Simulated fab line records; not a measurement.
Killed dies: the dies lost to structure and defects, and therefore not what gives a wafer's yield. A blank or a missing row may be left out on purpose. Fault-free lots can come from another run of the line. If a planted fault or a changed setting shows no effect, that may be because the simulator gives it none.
Which tool was responsible?    flow gf180mcu    Sampling: 14 lots, 42 wafers, 4 of 602 route steps

== WHAT EACH GAUGE READ, for each wafer ==
GF_STI_BOW_MEAS_00. Usual: INCOMING_BOW -1 um, standard deviation 6.7.
lot   measured     on             INCOMING_BOW (um)  flag
L935  day 1 10:01  film_metro-04  -5 6 -5            
L936  day 1 15:00  film_metro-04  -2 -2 -2           
L937  day 1 20:02  film_metro-02  2 -3 -4            
L938  day 2 01:00  film_metro-04  -2 -3 6            
L939  day 2 06:01  film_metro-02  20 2 -4            
L940  day 2 11:02  film_metro-04  -4 2 -9            
L941  day 2 16:01  film_metro-01  -9 2 -10           
L942  day 2 21:00  film_metro-01  4 2 14             
L945  day 3 12:00  film_metro-02  -8 -2 7            
L946  day 3 17:00  film_metro-02  3 5 -5             
L947  day 3 22:00  film_metro-01  -7 0 -14           
L952  day 4 23:00  film_metro-02  5 -3 8             
L956  day 5 19:00  film_metro-04  -16 -7 -10         
L958  day 6 05:01  film_metro-04  2 -14 2            

GF_LVPWELL_TW_MEAS_11. Usual: LVPWELL_TW 554, standard deviation 3.8.
lot   measured     on             LVPWELL_TW   flag
L935  day 3 20:19  film_metro-01  547 552 549  
L936  day 4 02:04  film_metro-03  559 557 557  
L937  day 4 09:40  film_metro-02  553 556 552  
L938  day 4 17:07  film_metro-01  551 550 550  
L939  day 4 23:09  film_metro-03  559 555 558  
L940  day 5 03:29  film_metro-01  549 550 549  
L941  day 5 07:58  film_metro-02  548 550 552  
L942  day 5 17:13  film_metro-02  551 553 554  
L945  day 6 03:40  film_metro-03  561 557 560  
L946  day 6 12:55  film_metro-03  556 556 557  
L947  day 6 20:19  film_metro-03  556 557 559  
L952  day 7 20:39  film_metro-02  549 554 554  
L956  day 8 20:17  film_metro-02  550 549 553  
L958  day 9 06:03  film_metro-03  559 560 559  

== WHAT TOOL EACH LOT RAN ON (gives the tool, then ch and the chambers of the sampled wafers, and finally the start) ==
lot   GF_LVPWELL_COAT_02                GF_LVPWELL_STRIP_10
L935  litho_track-04 ch 0, day 3 13:20  plasma_asher-04 ch 0, day 3 20:13
L936  litho_track-02 ch 0, day 3 19:10  plasma_asher-03 ch 0,1, day 4 01:58
L937  litho_track-04 ch 0, day 4 02:21  plasma_asher-03 ch 0,1, day 4 09:34
L938  litho_track-04 ch 0, day 4 09:30  plasma_asher-02 ch 0,1, day 4 17:01
L939  litho_track-01 ch 0, day 4 15:37  plasma_asher-04 ch 0,1, day 4 23:02
L940  litho_track-02 ch 0, day 4 19:55  plasma_asher-04 ch 0,1, day 5 03:24
L941  litho_track-02 ch 0, day 5 00:11  plasma_asher-04 ch 0,1, day 5 07:52
L942  litho_track-01 ch 0, day 5 09:20  plasma_asher-03 ch 0,1, day 5 17:07
L945  litho_track-02 ch 0, day 5 19:37  plasma_asher-04 ch 0,1, day 6 03:34
L946  litho_track-01 ch 0, day 6 04:38  plasma_asher-02 ch 0,1, day 6 12:49
L947  litho_track-01 ch 0, day 6 11:11  plasma_asher-03 ch 1, day 6 20:13
L952  litho_track-01 ch 0, day 7 12:20  plasma_asher-04 ch 0,1, day 7 20:33
L956  litho_track-04 ch 0, day 8 10:27  plasma_asher-02 ch 1, day 8 20:11
L958  litho_track-04 ch 0, day 8 21:07  plasma_asher-04 ch 0,1, day 9 05:56
- GF_LVPWELL_COAT_02: resist thk 3000 nm.
- GF_LVPWELL_STRIP_10: strips in O2/N2.

== WHAT THE TOOLS THEMSELVES READ (means of the sampled wafers that have a number; where no wafer has one, the mark that the record gives instead) ==
GF_LVPWELL_STRIP_10. Usual: drypump_motor_current_A 5.6 A, standard deviation 0.43; heater_power_w 321 W, standard deviation 22; oes_product_au 0.722 a.u., standard deviation 0.0048; strip_time_to_endpoint_s 36.95 s, standard deviation 0.11.
lot   tool             drypump_motor_current_A (A)  heater_power_w (W)  oes_product_au (a.u.)  strip_time_to_endpoint_s (s)  flag
L935  plasma_asher-04  5.2                          308                 0.724                  36.91                         
L936  plasma_asher-03  5.9                          331                 0.724                  36.95                         
L937  plasma_asher-03  5.9                          335                 0.723                  37.12                         
L938  plasma_asher-02  6.0                          321                 0.722                  37.11                         
L939  plasma_asher-04  5.2                          311                 0.722                  36.92                         
L940  plasma_asher-04  5.2                          302                 0.723                  36.88                         
L941  plasma_asher-04  5.2                          309                 0.718                  36.73                         
L942  plasma_asher-03  5.9                          339                 0.721                  36.93                         
L945  plasma_asher-04  5.2                          305                 0.719                  36.90                         
L946  plasma_asher-02  6.2                          334                 0.723                  37.04                         
L947  plasma_asher-03  5.5                          365                 0.715                  13.37                         OFF
L952  plasma_asher-04  5.3                          310                 0.717                  13.38                         OFF
L956  plasma_asher-02  6.4                          345                 0.721                  37.08                         
L958  plasma_asher-04  5.2                          306                 0.723                  37.06                         

== THE ANSWER, worked out from the rows above alone ==
Rule: take the mean of a lot's wafers that have a number; if it is more than 3 standard deviations from the usual mean, the lot is off. Also off: a lot with no number at a reading for which 4 or more lots have one. Any other lot the step has rows for is counted as sound. The gauges are gone through in route order, then the tools' own readings, and for those a lot's mean is taken as printed above. The first step at which some lot is off is used, and at that step the reading that is off furthest; a lot without a number counts as furthest.
Off, at GF_LVPWELL_STRIP_10 on strip_time_to_endpoint_s: L947, L952.
If a tool, at that step or one of the process steps before it, ran each lot that is off and ran no sound lot following the first of them, it fits. One fits: GF_LVPWELL_COAT_02 on litho_track-01. Its last sound lot is L946 (day 6 04:38), its first lot that is off L947 (day 6 11:11): a fault that began between those two fits.

== WHAT HAD BEEN PUT IN BY THE SIMULATOR ==
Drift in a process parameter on litho_track-01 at GF_LVPWELL_COAT_02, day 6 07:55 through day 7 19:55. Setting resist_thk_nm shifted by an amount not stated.
Lots struck among those shown: L947, L952. The rule above found the same.
